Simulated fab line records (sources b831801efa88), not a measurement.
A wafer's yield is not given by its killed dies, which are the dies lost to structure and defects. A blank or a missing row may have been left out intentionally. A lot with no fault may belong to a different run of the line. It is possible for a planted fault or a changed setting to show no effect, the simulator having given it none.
fab line records	flow sky130
record lots=12	wafers=36	last_day=50
route steps=708 shown FIELD_ISO@17 DNWELL@44 PWDE@53 PAD_OPEN@708
lots untouched by any fault: they come from a run of this same line in which no faults occurred
start_h: start of the lot's first displayed wafer, in hours after the record's first day	wait_h: time in hours since the lot's previous step	" unchanged from the row above	L1.1+2: several wafers, shown together as one row	- either no value or no given start	* or withheld: withheld	< > ~ a bound
route shown NAME@n: a module of which the file shows steps, and the number in the route of the first	usual: mean/standard deviation taken from wafers without a fault	same: alike in all rows	chamber/n: place in a boat	sites: readings site by site	_std_site: the values' standard deviation	_edge_site: mean of outer sites minus mean of inner sites	radius_mm: how far each site lies from the wafer's centre	mask NAME#n: copy n	behind: the tool/chamber that last shaped the wafer	hold: what put the lot on hold/how long, in hours/how the hold closed	device: which transistor (n, p or np) failed to switch	end of line: tests of these same wafers at the route's end	step lacking rows: just its recipe	killed: dies that structure and defects cost at the first sort, which is not the same as the wafer's yield	map: dies across one wafer; x = killed, . = not, _ = none there
set.NAME: the setting as run; set.NAME@STEP: as run at that earlier step	model.NAME: the simulator's own value behind a step, which no gauge read
a sample of lots followed through the steps of the route, with each step as a table and each wafer as a row
services: from which hour (start_h, from the record's first day; less than 0 if before it) a tool's chamber was out of use, for how many hours, and why
## steps
# step SKY_FIELD_ISO_STRIP_16
# recipe chemistry=O2/N2	power_w=1400	pressure_mtorr=1500	platen_temp_c=withheld	o2_flow_sccm=3000	n2_flow_sccm=300	overash_fraction=0.5
# usual chamber_pressure_mTorr=1499.9/1.4	drypump_motor_current_A=5.5/0.34	oes_product_au=0.377/0.0046	strip_time_to_endpoint_s=3.539/0.025
lot.wafer	tool	chamber	start_h	wait_h	chamber_pressure_mTorr	drypump_motor_current_A	oes_product_au	rf_hours_counter_h	strip_time_to_endpoint_s
L561.2	plasma_asher-04	1	40.64	0.0	1499.8	5.5	0.379	37	3.540
L561.3	"	0	"	"	1502.0	5.7	0.371	-	3.557
L561.6	"	0	"	"	1501.3	5.7	0.375	-	3.570
L562.1	plasma_asher-01	1	43.22	0.0	1501.1	5.1	0.376	22	3.540
L562.3	"	0	"	"	1500.3	5.1	0.368	-	3.521
L562.6	"	1	"	"	1500.0	5.2	0.381	-	3.539
L563.2	plasma_asher-02	0	44.83	0.0	1500.6	5.7	0.369	37	3.539
L563.4	"	0	"	"	1500.3	5.7	0.378	-	3.590
L563.5	"	1	"	"	1496.7	6.1	0.385	-	3.538
L564.1	plasma_asher-04	0	49.57	0.0	1498.6	5.7	0.376	38	3.547
L564.2	"	1	"	"	1501.1	5.6	0.377	38	3.544
L564.4	"	0	"	"	1502.5	5.7	0.365	-	3.509
L565.1	plasma_asher-01	1	54.32	0.0	1502.7	5.1	0.378	23	3.521
L565.2	"	0	"	"	1498.8	5.1	0.362	23	3.482
L565.4	"	1	"	"	1500.6	5.1	0.376	-	3.561
L566.1	plasma_asher-02	0	59.23	0.0	1500.1	5.6	0.373	39	3.556
L566.2	"	1	"	"	1500.1	6.1	0.383	39	3.551
L566.5	"	1	"	"	1500.4	6.2	0.377	-	3.566
L567.1	plasma_asher-01	1	63.89	0.0	1498.0	5.1	0.382	24	3.586
L567.3	"	0	"	"	1500.3	5.1	0.381	-	3.545
L567.4	"	1	"	"	1501.3	5.2	0.366	-	3.576
L568.1	plasma_asher-01	1	69.07	0.0	1499.7	5.1	0.385	25	3.559
L568.5	"	0	"	"	1500.4	5.1	0.382	-	3.523
L568.6	"	1	"	"	1500.9	5.1	0.369	-	3.551
L574.3	plasma_asher-01	1	101.30	0.1	1500.7	5.1	0.376	-	3.570
L574.4	"	0	"	"	1497.9	5.1	0.381	-	3.578
L574.5	"	1	"	"	1499.9	5.1	0.379	-	3.530
L576.2	plasma_asher-02	0	111.07	0.0	1497.9	5.7	0.381	43	3.511
L576.3	"	0	"	"	1501.7	5.7	0.377	-	3.538
L576.4	"	1	"	"	1500.4	6.1	0.377	-	3.540
L580.2	plasma_asher-02	1	133.79	0.0	1501.4	6.1	0.378	46	3.515
L580.3	"	1	"	"	1500.9	6.1	0.385	-	3.557
L580.6	"	1	"	"	1500.7	6.1	0.378	-	3.575
L582.4	plasma_asher-01	0	145.10	0.1	1497.7	5.1	0.377	-	3.533
L582.5	"	1	"	"	1501.4	5.1	0.377	-	3.550
L582.6	"	0	"	"	1500.4	5.1	0.374	-	3.530
# step SKY_FIELD_ISO_CMP_27
# recipe stop_on=Si3N4	t_overpolish_s=16	down_force_psi=4	platen_rpm=60	target_thk_nm=457.8	pad_velocity_m_s=0.94248
# usual motor_current_A=12.5/1.3	overpolish_run_s=15.999/0.0093	slurry_filter_dp_kPa=13.49/0.14	time_to_endpoint_s=111/3.3
lot.wafer	tool	chamber	start_h	wait_h	motor_current_A	overpolish_run_s	slurry_filter_dp_kPa	time_to_endpoint_s
L561.2	cmp-01	0	44.72	0.1	13.8	15.982	13.52	109
L561.3	"	1	"	"	11.9	15.999	13.10	112
L561.6	"	3	"	"	12.7	16.003	13.59	106
L562.1	cmp-01	1	46.53	0.0	12.1	15.993	13.65	112
L562.3	"	0	"	"	14.9	15.996	13.54	108
L562.6	"	1	"	"	12.3	16.008	13.53	110
L563.2	cmp-01	2	49.53	0.0	13.3	15.998	13.49	107
L563.4	"	0	"	"	14.2	16.007	13.41	109
L563.5	"	3	"	"	12.7	16.011	13.65	108
L564.1	cmp-01	1	54.08	0.0	11.9	16.019	13.23	115
L564.2	"	3	"	"	12.2	15.984	13.39	113
L564.4	"	0	"	"	14.1	15.999	13.57	110
L565.2	cmp-02	1	58.95	0.0	8.5	16.009	13.56	120
L565.4	"	2	"	"	12.0	15.999	13.61	112
L565.1	"	0	"	"	12.5	16.008	13.42	113
L566.2	cmp-02	3	63.79	0.1	10.7	15.987	13.28	117
L566.1	"	1	"	"	8.8	15.999	13.75	115
L566.5	"	2	"	"	11.8	16.010	13.59	113
L567.1	cmp-01	1	68.03	0.1	13.1	16.008	13.42	108
L567.4	"	2	"	"	12.9	15.995	13.71	106
L567.3	"	3	"	"	12.5	15.987	13.62	108
L568.1	cmp-02	0	72.69	0.1	11.7	16.006	13.58	110
L568.6	"	1	"	"	8.8	16.002	13.36	114
L568.5	"	2	"	"	12.4	16.006	13.34	107
L574.4	cmp-02	2	105.01	0.1	13.1	16.009	13.51	108
L574.3	"	3	"	"	11.1	16.004	13.51	112
L574.5	"	2	"	"	12.4	15.990	13.64	111
L576.3	cmp-01	1	114.38	0.0	12.4	15.994	13.50	110
L576.4	"	2	"	"	12.5	16.010	13.53	111
L576.2	"	0	"	"	14.5	15.987	13.46	113
L580.2	cmp-01	3	137.69	0.1	13.1	15.989	13.68	108
L580.3	"	0	"	"	13.9	16.013	13.56	104
L580.6	"	2	"	"	13.2	15.988	13.51	106
L582.4	cmp-01	3	149.15	0.1	11.9	16.006	13.40	111
L582.5	"	0	"	"	13.6	15.997	13.50	110
L582.6	"	1	"	"	12.5	15.996	13.37	113
# step SKY_DNWELL_TW_MEAS_09
# usual DNWELL_TW=1124/10
lot.wafer	tool	chamber	start_h	wait_h	DNWELL_TW
L561.2	film_metro-03	-	63.58	0.1	1119
L561.3	"	-	"	"	1123
L561.6	"	-	"	"	1117
L562.1	film_metro-03	-	65.09	0.1	1115
L562.3	"	-	"	"	1121
L562.6	"	-	"	"	1108
L563.2	film_metro-04	-	69.05	0.1	1123
L563.4	"	-	"	"	1126
L563.5	"	-	"	"	1121
L564.1	film_metro-01	-	73.12	0.1	1140
L564.2	"	-	"	"	1134
L564.4	"	-	"	"	1140
L565.1	film_metro-04	-	77.89	0.1	1127
L565.2	"	-	"	"	1130
L565.4	"	-	"	"	1128
L566.1	film_metro-04	-	82.24	0.1	1133
L566.2	"	-	"	"	1129
L566.5	"	-	"	"	1119
L567.1	film_metro-01	-	87.07	0.1	1138
L567.3	"	-	"	"	1136
L567.4	"	-	"	"	1136
L568.1	film_metro-04	-	91.15	0.1	1121
L568.5	"	-	"	"	1127
L568.6	"	-	"	"	1126
L574.3	film_metro-03	-	126.17	0.1	1100
L574.4	"	-	"	"	1107
L574.5	"	-	"	"	1106
L576.2	film_metro-04	-	136.98	0.1	1122
L576.3	"	-	"	"	1127
L576.4	"	-	"	"	1124
L580.2	film_metro-01	-	159.65	0.1	1133
L580.3	"	-	"	"	1131
L580.6	"	-	"	"	1131
L582.4	film_metro-01	-	171.77	0.1	1124
L582.5	"	-	"	"	1121
L582.6	"	-	"	"	1123
# step SKY_PWDE_IMPLANT_08
# recipe species=B	energy_kev=150	dose_cm2=3.6e+12	tilt_deg=withheld
# usual beam_energy_keV=150.00/0.044
lot.wafer	tool	chamber	start_h	wait_h	beam_energy_keV
L561.2	implanter-03	0	79.45	0.0	150.00
L561.3	"	0	"	"	150.03
L561.6	"	0	"	"	150.00
L562.1	implanter-04	0	80.96	0.0	149.97
L562.3	"	0	"	"	149.96
L562.6	"	0	"	"	149.97
L563.2	implanter-03	0	85.35	0.0	150.01
L563.4	"	0	"	"	149.98
L563.5	"	0	"	"	150.02
L564.1	implanter-03	0	89.56	0.0	150.04
L564.2	"	0	"	"	150.06
L564.4	"	0	"	"	149.99
L565.1	implanter-04	0	94.90	0.0	150.01
L565.2	"	0	"	"	150.04
L565.4	"	0	"	"	150.02
L566.1	implanter-04	0	98.88	0.0	150.02
L566.2	"	0	"	"	150.02
L566.5	"	0	"	"	150.01
L567.1	implanter-04	0	104.11	0.0	149.94
L567.3	"	0	"	"	149.91
L567.4	"	0	"	"	149.90
L568.1	implanter-01	0	109.00	0.0	149.92
L568.5	"	0	"	"	149.91
L568.6	"	0	"	"	149.95
L574.3	implanter-04	0	144.85	0.1	185.50
L574.4	"	0	"	"	185.55
L574.5	"	0	"	"	185.55
L576.2	implanter-04	0	156.82	0.0	185.52
L576.3	"	0	"	"	185.56
L576.4	"	0	"	"	185.54
L580.2	implanter-03	0	179.80	0.0	150.06
L580.3	"	0	"	"	149.97
L580.6	"	0	"	"	150.03
L582.4	implanter-01	0	192.77	0.1	149.99
L582.5	"	0	"	"	150.06
L582.6	"	0	"	"	150.04
# step SKY_NWELL_RS_MEAS_31
# recipe thk_meas_gauge=four-point-probe
# usual PWDE_RS=5276/20
lot.wafer	tool	chamber	start_h	wait_h	PWDE_RS[ohm/sq]
L561.2	film_metro-03	-	115.01	0.1	5290
L561.3	"	-	"	"	5278
L561.6	"	-	"	"	5295
L562.1	film_metro-03	-	117.49	0.1	5283
L562.3	"	-	"	"	5263
L562.6	"	-	"	"	5296
L563.2	film_metro-03	-	121.47	0.1	5274
L563.4	"	-	"	"	5274
L563.5	"	-	"	"	5271
L564.1	film_metro-01	-	125.75	0.1	5271
L564.2	"	-	"	"	5261
L564.4	"	-	"	"	5252
L565.1	film_metro-01	-	131.54	0.1	5242
L565.2	"	-	"	"	5241
L565.4	"	-	"	"	5249
L566.1	film_metro-04	-	136.33	0.1	5287
L566.2	"	-	"	"	5298
L566.5	"	-	"	"	5295
L567.1	film_metro-01	-	142.44	0.1	5316
L567.3	"	-	"	"	5307
L567.4	"	-	"	"	5285
L568.1	film_metro-04	-	147.44	0.1	5296
L568.5	"	-	"	"	5269
L568.6	"	-	"	"	5316
L574.3	film_metro-01	-	187.17	0.1	5213
L574.4	"	-	"	"	5215
L574.5	"	-	"	"	5207
L576.2	film_metro-03	-	199.10	0.1	5225
L576.3	"	-	"	"	5213
L576.4	"	-	"	"	5221
L580.2	film_metro-01	-	224.36	0.1	5248
L580.3	"	-	"	"	5245
L580.6	"	-	"	"	5246
L582.4	film_metro-04	-	239.10	0.1	5320
L582.5	"	-	"	"	5300
L582.6	"	-	"	"	5296
# step SKY_PAD_OPEN_PROBE_99
# usual killed_at_M0_to_M3=43/7.7	killed_at_M4_up=3.0/1.7	killed_at_contacts=24/5.2	killed_at_front_end=15/4.5	killed_at_other=0.3/0.5	killed_dies=85/9.5	killed_open=47/6.6	killed_short=38/6.6
# same gross_dies=492	killed_at_back_side=0
lot.wafer	tool	chamber	start_h	wait_h	killed_at_M0_to_M3	killed_at_M4_up	killed_at_contacts	killed_at_front_end	killed_at_other	killed_dies	killed_open	killed_short
L562.1	prober-01	-	1102.21	0.1	46	1	28	13	0	88	48	40
L562.3	prober-01	-	1102.31	0.2	34	1	25	23	0	83	39	44
L562.6	prober-01	-	1102.46	0.2	42	5	33	17	0	97	56	41
L563.2	prober-02	-	1102.58	0.1	40	3	27	15	0	85	43	42
L563.4	prober-02	-	1102.68	0.2	42	2	20	25	1	90	49	41
L563.5	prober-02	-	1102.73	0.2	40	4	16	12	1	73	40	33
L568.1	prober-01	-	1122.53	0.1	30	5	19	13	0	67	40	27
L568.5	prober-01	-	1122.73	0.2	32	4	26	18	0	80	35	45
L568.6	prober-01	-	1122.78	0.2	38	3	26	13	0	80	51	29
L574.3	prober-01	-	1172.15	0.2	28	6	26	13	1	74	40	34
L574.4	prober-01	-	1172.20	0.2	46	8	15	17	0	86	40	46
L574.5	prober-01	-	1172.25	0.2	50	3	23	12	0	88	45	43
L576.2	prober-02	-	1174.16	0.1	38	5	24	9	0	76	37	39
L576.3	prober-02	-	1174.21	0.2	43	3	15	17	0	78	37	41
L576.4	prober-02	-	1174.26	0.2	42	6	18	18	0	84	50	34
L580.2	prober-01	-	1182.98	0.1	54	2	34	11	0	101	56	45
L580.3	prober-01	-	1183.03	0.2	47	5	28	9	0	89	48	41
L580.6	prober-01	-	1183.18	0.2	41	4	28	13	0	86	47	39
L582.4	prober-01	-	1193.19	0.2	67	3	21	13	0	104	51	53
L582.6	prober-01	-	1193.29	0.2	42	2	37	16	0	97	53	44
# killed by level:class
L562.1 VIA1:geometric_particle:open=10 LI_CONTACT:geometric_particle:open=8 VIA1:geometric_particle:short=8 VIA3:geometric_particle:open=8 METAL2:geometric_particle:short=7 CONTACT:geometric_particle:short=5 POLY_GATE:geometric_particle:open=4 LI_CONTACT:geometric_particle:short=4
L562.3 FIELD_ISO:geometric_particle:short=8 CONTACT:geometric_particle:open=7 LI_CONTACT:geometric_particle:open=6 POLY_GATE:geometric_particle:open=5 LOCAL_INTERCONNECT:geometric_particle:short=5 CONTACT:geometric_particle:short=5 METAL1:geometric_particle:short=5 VIA2:geometric_particle:open=5
L562.6 CONTACT:geometric_particle:open=15 LI_CONTACT:geometric_particle:open=10 VIA1:geometric_particle:open=9 FIELD_ISO:geometric_particle:short=6 FIELD_ISO:geometric_particle:open=6 METAL2:geometric_particle:short=6 VIA3:geometric_particle:open=6 VIA1:geometric_particle:short=5
L563.2 CONTACT:geometric_particle:open=9 METAL2:geometric_particle:short=8 LI_CONTACT:geometric_particle:open=6 VIA3:geometric_particle:open=6 FIELD_ISO:geometric_particle:short=5 VIA1:geometric_particle:open=5 VIA2:geometric_particle:open=5 CONTACT:geometric_particle:short=4
L563.4 VIA1:geometric_particle:open=9 VIA2:geometric_particle:open=9 POLY_GATE:geometric_particle:open=8 METAL2:geometric_particle:short=6 FIELD_ISO:geometric_particle:open=5 POLY_GATE:geometric_particle:short=5 LI_CONTACT:geometric_particle:open=5 METAL1:geometric_particle:short=5
L563.5 VIA2:geometric_particle:open=7 LOCAL_INTERCONNECT:geometric_particle:short=6 CONTACT:geometric_particle:open=6 VIA1:geometric_particle:short=5 METAL1:geometric_particle:open=5 VIA1:geometric_particle:open=5 LI_CONTACT:geometric_particle:open=4 VIA2:geometric_particle:short=4
L568.1 VIA1:geometric_particle:open=10 CONTACT:geometric_particle:open=9 VIA2:geometric_particle:open=6 FIELD_ISO:geometric_particle:open=5 METAL2:geometric_particle:short=5 LI_CONTACT:geometric_particle:short=4 POLY_GATE:geometric_particle:short=3 CONTACT:geometric_particle:short=3
L568.5 VIA1:geometric_particle:open=11 CONTACT:geometric_particle:short=10 CONTACT:geometric_particle:open=7 METAL2:geometric_particle:short=6 FIELD_ISO:geometric_particle:open=5 FIELD_ISO:geometric_particle:short=5 METAL4:geometric_particle:short=4 POLY_GATE:geometric_particle:open=4
L568.6 VIA1:geometric_particle:open=15 CONTACT:geometric_particle:open=11 METAL2:geometric_particle:short=7 LI_CONTACT:geometric_particle:open=6 VIA2:geometric_particle:open=5 POLY_GATE:geometric_particle:open=5 LI_CONTACT:geometric_particle:short=4 CONTACT:geometric_particle:short=3
L574.3 VIA1:geometric_particle:open=10 CONTACT:geometric_particle:open=8 CONTACT:geometric_particle:short=7 METAL2:geometric_particle:short=5 LI_CONTACT:geometric_particle:open=4 VIA2:geometric_particle:open=4 SPACER:geometric_particle:open=3 LI_CONTACT:geometric_particle:short=3
L574.4 VIA1:geometric_particle:open=8 VIA1:geometric_particle:short=7 VIA3:geometric_particle:open=7 VIA2:geometric_particle:open=6 METAL3:geometric_particle:short=6 FIELD_ISO:geometric_particle:short=5 POLY_GATE:geometric_particle:open=5 METAL4:geometric_particle:short=5
L574.5 VIA1:geometric_particle:open=14 VIA1:geometric_particle:short=7 VIA2:geometric_particle:open=7 POLY_GATE:geometric_particle:short=6 CONTACT:geometric_particle:open=6 LI_CONTACT:geometric_particle:open=5 CONTACT:geometric_particle:short=5 METAL1:geometric_particle:short=5
L576.2 LOCAL_INTERCONNECT:geometric_particle:short=8 CONTACT:geometric_particle:open=8 METAL2:geometric_particle:short=6 VIA3:geometric_particle:open=6 VIA1:geometric_particle:open=5 LI_CONTACT:geometric_particle:open=4 VIA2:geometric_particle:open=4 VIA3:geometric_particle:short=4
L576.3 VIA2:geometric_particle:open=9 METAL2:geometric_particle:short=6 LOCAL_INTERCONNECT:geometric_particle:short=5 METAL1:geometric_particle:short=5 VIA1:geometric_particle:open=5 VIA3:geometric_particle:open=5 FIELD_ISO:geometric_particle:open=4 LI_CONTACT:geometric_particle:short=4
L576.4 VIA1:geometric_particle:open=12 VIA2:geometric_particle:open=9 VIA3:geometric_particle:open=8 LI_CONTACT:geometric_particle:open=6 POLY_GATE:geometric_particle:short=5 CONTACT:geometric_particle:open=5 METAL4:geometric_particle:short=5 METAL2:geometric_particle:short=4
L580.2 CONTACT:geometric_particle:open=16 LI_CONTACT:geometric_particle:open=11 VIA1:geometric_particle:open=10 METAL1:geometric_particle:short=9 VIA1:geometric_particle:short=7 METAL2:geometric_particle:short=6 VIA2:geometric_particle:open=6 POLY_GATE:geometric_particle:short=4
L580.3 LI_CONTACT:geometric_particle:open=10 VIA1:geometric_particle:open=9 VIA1:geometric_particle:short=9 VIA3:geometric_particle:open=8 CONTACT:geometric_particle:open=7 CONTACT:geometric_particle:short=7 METAL1:geometric_particle:short=5 POLY_GATE:geometric_particle:open=4
L580.6 VIA1:geometric_particle:open=11 CONTACT:geometric_particle:open=9 LOCAL_INTERCONNECT:geometric_particle:short=8 VIA2:geometric_particle:open=6 LI_CONTACT:geometric_particle:open=6 FIELD_ISO:geometric_particle:short=4 VIA1:geometric_particle:short=4 VIA2:geometric_particle:short=4
L582.4 VIA1:geometric_particle:open=14 METAL2:geometric_particle:short=9 LI_CONTACT:geometric_particle:open=7 VIA2:geometric_particle:open=7 POLY_GATE:geometric_particle:short=6 METAL1:geometric_particle:short=6 VIA2:geometric_particle:short=6 VIA3:geometric_particle:open=6
L582.6 LI_CONTACT:geometric_particle:open=13 CONTACT:geometric_particle:open=10 VIA3:geometric_particle:open=9 LOCAL_INTERCONNECT:geometric_particle:short=7 VIA1:geometric_particle:open=7 METAL2:geometric_particle:short=7 CONTACT:geometric_particle:short=5 METAL1:geometric_particle:short=5
## services
tool	chamber	start_h	hours	kind
plasma_asher-01	-	18.76	15.6	pm
implanter-03	-	24.62	4.0	pm
cmp-02	-	29.89	1.8	repair
cmp-01	-	42.91	0.9	repair
cmp-02	-	43.27	0.7	repair
implanter-03	-	44.76	4.6	repair
implanter-01	-	58.81	5.3	pm
cmp-01	-	59.68	0.3	repair
implanter-04	-	60.24	1.3	repair
cmp-02	-	64.04	4.0	pm
cmp-02	-	68.04	-	consumable_replace:conditioner
cmp-02	-	68.04	-	consumable_replace:pad
cmp-01	-	72.41	0.9	repair
cmp-01	-	75.77	5.7	pm
implanter-04	-	77.57	3.0	pm
cmp-02	-	81.11	1.5	repair
cmp-02	-	114.77	4.5	pm
cmp-02	-	121.48	32.7	repair
cmp-02	-	174.24	1.9	repair
implanter-03	-	183.98	4.8	repair
implanter-03	-	185.05	2.4	repair
cmp-02	-	185.58	4.6	pm
implanter-04	-	188.22	2.3	repair
## key
first_sign step=SKY_PWDE_IMPLANT_08	reading=beam_energy_keV	direction=up	sigmas=99+	usual=*	struck=*
effect step=SKY_NWELL_RS_MEAS_31	reading=PWDE_RS	direction=down	sigmas=3	usual=5276	struck=5216
met_at SKY_PWDE_IMPLANT_08
struck_lots L574,L576
tester_left_out L574,L576
not_acting_at SKY_FIELD_ISO_STRIP_16,SKY_FIELD_ISO_CMP_27,SKY_DNWELL_TW_MEAS_09
onset_between 104.11 144.85
fault kind=process_parameter_drift	tool=implanter-04	chamber=-	onset_h=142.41	steps=SKY_PWDE_IMPLANT_08	channel=energy_kev	offset=*	shape=step	end_h=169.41	acts_in=*	stated=*
# tester_left_out: of these lots the tester's yield and bins aren't shown, on N5 and GAA mostly nor the transistor test; their killed dies are dies lost to structure and defects alone, not to doping, threshold or leakage, so they don't give the yield
